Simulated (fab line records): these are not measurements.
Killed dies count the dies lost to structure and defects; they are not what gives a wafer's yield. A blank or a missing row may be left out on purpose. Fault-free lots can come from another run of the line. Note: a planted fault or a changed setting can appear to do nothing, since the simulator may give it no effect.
Which tool was responsible? || flow gf180mcu || Sampling: 11 lots, 33 wafers, 6 of 602 route steps

WHAT THE GAUGES READ, wafer by wafer
GF_STI_BOW_MEAS_00. Usual: INCOMING_BOW gives -1 um (standard deviation 5.8).
{"lot": "L362", "measured": "day 1 10:01", "on": "film_metro-04", "INCOMING_BOW (um)": "3 -9 4", "flag": ""}
{"lot": "L363", "measured": "day 1 15:01", "on": "film_metro-04", "INCOMING_BOW (um)": "1 8 -11", "flag": ""}
{"lot": "L364", "measured": "day 1 20:00", "on": "film_metro-03", "INCOMING_BOW (um)": "-6 1 -10", "flag": ""}
{"lot": "L365", "measured": "day 2 01:00", "on": "film_metro-04", "INCOMING_BOW (um)": "-5 10 -10", "flag": ""}
{"lot": "L366", "measured": "day 2 06:00", "on": "film_metro-03", "INCOMING_BOW (um)": "9 5 3", "flag": ""}
{"lot": "L369", "measured": "day 2 21:00", "on": "film_metro-02", "INCOMING_BOW (um)": "8 -7 3", "flag": ""}
{"lot": "L370", "measured": "day 3 02:02", "on": "film_metro-04", "INCOMING_BOW (um)": "17 1 2", "flag": ""}
{"lot": "L372", "measured": "day 3 12:00", "on": "film_metro-02", "INCOMING_BOW (um)": "6 -8 0", "flag": ""}
{"lot": "L382", "measured": "day 5 14:01", "on": "film_metro-03", "INCOMING_BOW (um)": "-9 12 -9", "flag": ""}
{"lot": "L384", "measured": "day 6 00:02", "on": "film_metro-04", "INCOMING_BOW (um)": "-4 3 -8", "flag": ""}
{"lot": "L385", "measured": "day 6 05:00", "on": "film_metro-02", "INCOMING_BOW (um)": "-1 -2 10", "flag": ""}

GF_STI_THK_MEAS_04. Usual: STI_CVD_03_THK gives 231.9 nm (standard deviation 2).
{"lot": "L362", "measured": "day 1 13:34", "on": "film_metro-02", "STI_CVD_03_THK (nm)": "234.0 235.0 233.2", "flag": ""}
{"lot": "L363", "measured": "day 1 19:04", "on": "film_metro-02", "STI_CVD_03_THK (nm)": "232.6 231.0 233.5", "flag": ""}
{"lot": "L364", "measured": "day 2 02:49", "on": "film_metro-03", "STI_CVD_03_THK (nm)": "231.5 232.2 234.0", "flag": ""}
{"lot": "L365", "measured": "day 2 05:44", "on": "film_metro-02", "STI_CVD_03_THK (nm)": "229.0 231.1 233.2", "flag": ""}
{"lot": "L366", "measured": "day 2 11:12", "on": "film_metro-02", "STI_CVD_03_THK (nm)": "230.6 231.6 231.3", "flag": ""}
{"lot": "L369", "measured": "day 3 00:49", "on": "film_metro-04", "STI_CVD_03_THK (nm)": "231.3 229.6 231.3", "flag": ""}
{"lot": "L370", "measured": "day 3 05:35", "on": "film_metro-04", "STI_CVD_03_THK (nm)": "231.9 230.0 231.8", "flag": ""}
{"lot": "L372", "measured": "day 3 17:47", "on": "film_metro-03", "STI_CVD_03_THK (nm)": "336.1 334.5 337.3", "flag": "OFF"}
{"lot": "L382", "measured": "day 5 17:34", "on": "film_metro-04", "STI_CVD_03_THK (nm)": "229.6 229.7 230.3", "flag": ""}
{"lot": "L384", "measured": "day 6 03:35", "on": "film_metro-04", "STI_CVD_03_THK (nm)": "230.2 231.1 231.9", "flag": ""}
{"lot": "L385", "measured": "day 6 09:35", "on": "film_metro-04", "STI_CVD_03_THK (nm)": "233.3 232.9 233.1", "flag": ""}

GF_MVSD_TW_MEAS_11. Usual: MVSD_TW gives 1595 (standard deviation 20).
{"lot": "L362", "measured": "day 4 09:35", "on": "film_metro-01", "MVSD_TW": "1607 1607 1601", "flag": ""}
{"lot": "L363", "measured": "day 4 18:49", "on": "film_metro-01", "MVSD_TW": "1609 1613 1605", "flag": ""}
{"lot": "L364", "measured": "day 5 02:22", "on": "film_metro-03", "MVSD_TW": "1580 1575 1581", "flag": ""}
{"lot": "L365", "measured": "day 5 05:19", "on": "film_metro-04", "MVSD_TW": "1615 1620 1617", "flag": ""}
{"lot": "L366", "measured": "day 5 11:41", "on": "film_metro-04", "MVSD_TW": "1609 1608 1616", "flag": ""}
{"lot": "L369", "measured": "day 6 05:24", "on": "film_metro-03", "MVSD_TW": "1573 1578 1574", "flag": ""}
{"lot": "L370", "measured": "day 6 10:07", "on": "film_metro-01", "MVSD_TW": "1608 1607 1609", "flag": ""}
{"lot": "L382", "measured": "day 9 06:20", "on": "film_metro-04", "MVSD_TW": "1624 1609 1614", "flag": ""}
{"lot": "L384", "measured": "day 9 17:31", "on": "film_metro-03", "MVSD_TW": "1574 1572 1578", "flag": ""}
{"lot": "L385", "measured": "day 10 00:57", "on": "film_metro-04", "MVSD_TW": "1620 1622 1636", "flag": ""}

WHICH TOOL RAN EACH LOT (tool, then ch and the chambers of the sampled wafers, then the start)
{"lot": "L362", "GF_STI_CVD_03": "lpcvd-01 ch 1, day 1 11:34", "GF_STI_ETCH_13": "rie_diel-02 ch 0,3, day 2 01:28", "GF_STI_ETCH_14": "rie_si-02 ch 0,1, day 2 01:32"}
{"lot": "L363", "GF_STI_CVD_03": "lpcvd-02 ch 0, day 1 17:04", "GF_STI_ETCH_13": "rie_diel-03 ch 1,3, day 2 06:44", "GF_STI_ETCH_14": "rie_si-01 ch 0,3, day 2 06:49"}
{"lot": "L364", "GF_STI_CVD_03": "lpcvd-02 ch 0, day 1 23:50", "GF_STI_ETCH_13": "rie_diel-03 ch 2,3, day 2 15:22", "GF_STI_ETCH_14": "rie_si-02 ch 0,1, day 2 15:26"}
{"lot": "L365", "GF_STI_CVD_03": "lpcvd-01 ch 1, day 2 03:46", "GF_STI_ETCH_13": "rie_diel-03 ch 1,2,3, day 2 18:11", "GF_STI_ETCH_14": "rie_si-01 ch 1,2,3, day 2 18:16"}
{"lot": "L366", "GF_STI_CVD_03": "lpcvd-01 ch 0, day 2 09:13", "GF_STI_ETCH_13": "rie_diel-01 ch 0,1,3, day 2 23:29", "GF_STI_ETCH_14": "rie_si-01 ch 1,2,3, day 2 23:34"}
{"lot": "L369", "GF_STI_CVD_03": "lpcvd-01 ch 1, day 2 22:50", "GF_STI_ETCH_13": "rie_diel-03 ch 1,3, day 3 13:23", "GF_STI_ETCH_14": "rie_si-01 ch 0,3, day 3 13:28"}
{"lot": "L370", "GF_STI_CVD_03": "lpcvd-01 ch 0, day 3 03:34", "GF_STI_ETCH_13": "rie_diel-01 ch 0,1,3, day 3 18:34", "GF_STI_ETCH_14": "rie_si-02 ch 1,3, day 3 18:38"}
{"lot": "L372", "GF_STI_CVD_03": "lpcvd-02 ch 0, day 3 15:48", "GF_STI_ETCH_13": "rie_diel-01 ch 0,2, day 4 07:22", "GF_STI_ETCH_14": "rie_si-01 ch 0,2,3, day 4 07:26"}
{"lot": "L382", "GF_STI_CVD_03": "lpcvd-01 ch 1, day 5 15:34", "GF_STI_ETCH_13": "rie_diel-02 ch 1,2,3, day 6 08:50", "GF_STI_ETCH_14": "rie_si-01 ch 0,1,3, day 6 08:55"}
{"lot": "L384", "GF_STI_CVD_03": "lpcvd-01 ch 0, day 6 01:35", "GF_STI_ETCH_13": "rie_diel-02 ch 0,2, day 6 18:50", "GF_STI_ETCH_14": "rie_si-02 ch 1,2, day 6 18:55"}
{"lot": "L385", "GF_STI_CVD_03": "lpcvd-01 ch 0, day 6 06:37", "GF_STI_ETCH_13": "rie_diel-01 ch 0,1,3, day 7 00:22", "GF_STI_ETCH_14": "rie_si-01 ch 0,1,3, day 7 00:26"}
- GF_STI_CVD_03: deposits Si3N4 from DCS/NH3, target thk 207.16 nm, time 3551 s.
- GF_STI_ETCH_13: etches the open film in CHF3/O2, stops on Si, target depth 282.31 nm, time 112.9 s.
- GF_STI_ETCH_14: etches Si in HBr/Cl2/O2, target depth 360 nm, time 102.9 s.

AS READ BY THE TOOLS THEMSELVES (means over the sampled wafers that have a number; for cases with no such wafer, the mark the record gives instead)
GF_STI_ETCH_13. Usual: drypump_motor_current_A 5.6 A, standard deviation 0.48; oes_product_au 0.887 a.u., standard deviation 0.006; throttle_valve_pct 8.827 %, standard deviation 0.011.
{"lot": "L362", "tool": "rie_diel-02", "drypump_motor_current_A (A)": 4.9, "oes_product_au (a.u.)": 0.893, "throttle_valve_pct (%)": 8.820, "flag": ""}
{"lot": "L363", "tool": "rie_diel-03", "drypump_motor_current_A (A)": 5.8, "oes_product_au (a.u.)": 0.888, "throttle_valve_pct (%)": 8.826, "flag": ""}
{"lot": "L364", "tool": "rie_diel-03", "drypump_motor_current_A (A)": 6.3, "oes_product_au (a.u.)": 0.885, "throttle_valve_pct (%)": 8.834, "flag": ""}
{"lot": "L365", "tool": "rie_diel-03", "drypump_motor_current_A (A)": 6.0, "oes_product_au (a.u.)": 0.891, "throttle_valve_pct (%)": 8.823, "flag": ""}
{"lot": "L366", "tool": "rie_diel-01", "drypump_motor_current_A (A)": 5.9, "oes_product_au (a.u.)": 0.886, "throttle_valve_pct (%)": 8.817, "flag": ""}
{"lot": "L369", "tool": "rie_diel-03", "drypump_motor_current_A (A)": 5.8, "oes_product_au (a.u.)": 0.889, "throttle_valve_pct (%)": 8.823, "flag": ""}
{"lot": "L370", "tool": "rie_diel-01", "drypump_motor_current_A (A)": 5.9, "oes_product_au (a.u.)": 0.883, "throttle_valve_pct (%)": 8.817, "flag": ""}
{"lot": "L372", "tool": "rie_diel-01", "drypump_motor_current_A (A)": 5.5, "oes_product_au (a.u.)": 0.994, "throttle_valve_pct (%)": 8.852, "flag": "OFF"}
{"lot": "L382", "tool": "rie_diel-02", "drypump_motor_current_A (A)": 5.3, "oes_product_au (a.u.)": 0.882, "throttle_valve_pct (%)": 8.826, "flag": ""}
{"lot": "L384", "tool": "rie_diel-02", "drypump_motor_current_A (A)": 5.5, "oes_product_au (a.u.)": 0.885, "throttle_valve_pct (%)": 8.829, "flag": ""}
{"lot": "L385", "tool": "rie_diel-01", "drypump_motor_current_A (A)": 5.9, "oes_product_au (a.u.)": 0.889, "throttle_valve_pct (%)": 8.834, "flag": ""}

GF_STI_ETCH_14. Usual: HBr_flow_sccm 150.1 sccm, standard deviation 0.46; drypump_motor_current_A 5.7 A, standard deviation 0.41; mfc_cl2_sccm 40.02 sccm, standard deviation 0.11; oes_product_au 0.997 a.u., standard deviation 0.01; throttle_valve_pct 25.657 %, standard deviation 0.011.
{"lot": "L362", "tool": "rie_si-02", "HBr_flow_sccm (sccm)": 149.6, "drypump_motor_current_A (A)": 5.6, "mfc_cl2_sccm (sccm)": 40.08, "oes_product_au (a.u.)": 1.003, "throttle_valve_pct (%)": 25.654, "flag": ""}
{"lot": "L363", "tool": "rie_si-01", "HBr_flow_sccm (sccm)": 150.0, "drypump_motor_current_A (A)": 5.8, "mfc_cl2_sccm (sccm)": 39.85, "oes_product_au (a.u.)": 0.990, "throttle_valve_pct (%)": 25.663, "flag": ""}
{"lot": "L364", "tool": "rie_si-02", "HBr_flow_sccm (sccm)": 150.0, "drypump_motor_current_A (A)": 5.6, "mfc_cl2_sccm (sccm)": 39.95, "oes_product_au (a.u.)": 1.009, "throttle_valve_pct (%)": 25.656, "flag": ""}
{"lot": "L365", "tool": "rie_si-01", "HBr_flow_sccm (sccm)": 150.2, "drypump_motor_current_A (A)": 5.7, "mfc_cl2_sccm (sccm)": 40.05, "oes_product_au (a.u.)": 0.997, "throttle_valve_pct (%)": 25.659, "flag": ""}
{"lot": "L366", "tool": "rie_si-01", "HBr_flow_sccm (sccm)": 149.8, "drypump_motor_current_A (A)": 5.7, "mfc_cl2_sccm (sccm)": 39.96, "oes_product_au (a.u.)": 0.992, "throttle_valve_pct (%)": 25.656, "flag": ""}
{"lot": "L369", "tool": "rie_si-01", "HBr_flow_sccm (sccm)": 150.3, "drypump_motor_current_A (A)": 5.8, "mfc_cl2_sccm (sccm)": 39.88, "oes_product_au (a.u.)": 0.988, "throttle_valve_pct (%)": 25.657, "flag": ""}
{"lot": "L370", "tool": "rie_si-02", "HBr_flow_sccm (sccm)": 150.2, "drypump_motor_current_A (A)": 5.8, "mfc_cl2_sccm (sccm)": 39.95, "oes_product_au (a.u.)": 1.001, "throttle_valve_pct (%)": 25.647, "flag": ""}
{"lot": "L372", "tool": "rie_si-01", "HBr_flow_sccm (sccm)": 149.9, "drypump_motor_current_A (A)": 5.7, "mfc_cl2_sccm (sccm)": 39.91, "oes_product_au (a.u.)": 0.349, "throttle_valve_pct (%)": 26.096, "flag": "OFF"}
{"lot": "L382", "tool": "rie_si-01", "HBr_flow_sccm (sccm)": 149.9, "drypump_motor_current_A (A)": 5.5, "mfc_cl2_sccm (sccm)": 40.00, "oes_product_au (a.u.)": 0.997, "throttle_valve_pct (%)": 25.651, "flag": ""}
{"lot": "L384", "tool": "rie_si-02", "HBr_flow_sccm (sccm)": 150.0, "drypump_motor_current_A (A)": 6.0, "mfc_cl2_sccm (sccm)": 39.98, "oes_product_au (a.u.)": 1.005, "throttle_valve_pct (%)": 25.652, "flag": ""}
{"lot": "L385", "tool": "rie_si-01", "HBr_flow_sccm (sccm)": 150.3, "drypump_motor_current_A (A)": 5.5, "mfc_cl2_sccm (sccm)": 39.93, "oes_product_au (a.u.)": 0.996, "throttle_valve_pct (%)": 25.660, "flag": ""}

THE ANSWER, worked out from the rows above alone
Rule: a lot is off if the mean of its wafers that have a number lies more than 3 standard deviations from the usual mean. Also off: a lot with no number at a reading for which 4 or more lots have one. The other lots that the step has rows for count as sound. The gauges are gone through in route order, then the tools' own readings, and for those a lot's mean is taken as printed above. The first step at which some lot is off is used, and at that step the reading that is off furthest; a lot without a number counts as furthest.
Off: L372, seen at GF_STI_THK_MEAS_04 (STI_CVD_03_THK).
If a tool, at a process step before that reading, ran all the lots that are off and no sound lot after the first of them, it fits. Not tried: the gauges at GF_STI_THK_MEAS_04; whatever is off there is also off at GF_STI_ETCH_13, on other tools, and gauge error can't account for it. One fits: lpcvd-02 at GF_STI_CVD_03. Its last sound lot is L364 (day 1 23:50), its first lot that is off L372 (day 3 15:48): a fault that began between those two fits.

WHAT THE SIMULATOR HAD PUT IN
lpcvd-02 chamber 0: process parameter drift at GF_STI_CVD_03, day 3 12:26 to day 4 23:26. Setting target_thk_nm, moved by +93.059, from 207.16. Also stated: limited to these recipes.
Lots struck among those shown: L372. This agrees with what the rule above found.
